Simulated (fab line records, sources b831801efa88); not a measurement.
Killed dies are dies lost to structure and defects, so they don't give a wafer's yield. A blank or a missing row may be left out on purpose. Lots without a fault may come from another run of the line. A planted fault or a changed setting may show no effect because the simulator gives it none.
Chamber matching | flow sky130 | SKY_FIELD_ISO_ETCH_14 on rie_diel-04: 4 sister chambers
The step etches BARC in N2/H2, stops on SiO2, time 45.9 s, target depth 60 nm. 4 wafers are shown with their chamber, then 9 later ones without.

WAFERS WITH THEIR CHAMBER
wafer  | chamber | drypump_motor_current_A (A)
L088.6 | 3       | 4.7
L089.1 | 1       | 5.3
L089.4 | 0       | 5.2
L089.6 | 2       | 5.4

WAFERS WITHOUT THEIR CHAMBER
wafer  | drypump_motor_current_A (A)
L091.1 | 5.2
L091.3 | 5.3
L091.6 | 5.3
L094.4 | 4.7
L094.5 | 5.3
L094.6 | 5.5
L097.1 | 5.3
L097.3 | 5.2
L097.6 | 5.4

WHICH CHAMBER EACH WENT THROUGH
wafer  | from the rows above | in truth
L091.1 | 0                   | 0
L091.3 | 1                   | 1
L091.6 | 1                   | 1
L094.4 | 3                   | 3
L094.5 | 1                   | 1
L094.6 | 2                   | 2
L097.1 | 1                   | 1
L097.3 | 0                   | 0
L097.6 | 2                   | 2
Placed correctly: 9 of 9. Can't be placed from these rows: 0. Placed wrongly: 0.
How it was worked out, from the rows above alone: a wafer's distance from a chamber is the root of the sum, over the readings, of the square of ((its reading less the chamber's mean) divided by the reading's scatter). The wafer belongs to the nearest chamber; if the next one is less than 2 further off, it can't be placed. A chamber's mean is the mean of its shown wafers. The scatter: with one shown wafer a chamber, the root of the mean of the squares of how far each hidden wafer lies from its nearest shown one.
